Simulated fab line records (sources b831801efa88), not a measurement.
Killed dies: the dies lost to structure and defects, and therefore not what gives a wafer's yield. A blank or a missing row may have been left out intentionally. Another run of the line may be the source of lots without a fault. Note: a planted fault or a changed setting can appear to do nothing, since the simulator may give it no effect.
One fault through the eyes of 2 desks    flow gf180mcu    each desk has only its own numbers; what lay behind them comes last

## THE METROLOGY DESK
Means of the sampled wafers that have a number, per lot and without regard to the tool the lot ran on: this is what the gauges read. Marked OUT: a lot whose mean sits more than 4 standard deviations from the usual mean, which makes it out of limits; the brackets give that distance.
Columns: A = V5_W_THK at GF_V5_THK_MEAS_25, usual 335 nm
lot   first seen here  A
L180  day 27 07:52     334
L181  day 27 13:25     335
L184  day 28 15:43     333
L186  day 29 10:02     334
L187  day 29 17:04     337
L189  day 30 04:49     342
L197  day 32 05:19     336
L198  day 32 11:31     343
L199  day 32 20:04     337
L200  day 33 01:06     333
L201  day 33 05:50     335
L203  day 33 14:30     336
Result from this desk: across the 12 lots, nothing is out of limits.

## TOOL OWNER'S DESK, pvd sputter-04
The tool's own readings at GF_M1_SPUTTER_02 (material AlCu, target thk 450 nm, time 23.9 s): means of the sampled wafers that have a number, for each lot that ran on this tool. Marked OUT: a lot whose mean sits more than 4 standard deviations from the usual mean, which makes it out of limits; the brackets give that distance.
Columns: A = throttle valve pct at GF_M1_SPUTTER_02, usual 29.9 %
lot   first seen here  A
L180  day 16 05:44     29.2
L181  day 16 14:55     28.0
L184  day 17 20:11     27.9
L186  day 18 17:01     28.3
L187  day 19 00:39     29.5
L189  day 19 17:46     30.2
L198  day 22 16:08     29.1
L201  day 23 18:46     29.1
L203  day 24 07:46     29.1
Result from this desk: across the 9 lots, nothing is out of limits.

## PUT TOGETHER
At the metrology desk, nothing out of limits was observed.
The desk of the tool owner found nothing out of limits.

## WHAT HAD BEEN PUT IN BY THE SIMULATOR
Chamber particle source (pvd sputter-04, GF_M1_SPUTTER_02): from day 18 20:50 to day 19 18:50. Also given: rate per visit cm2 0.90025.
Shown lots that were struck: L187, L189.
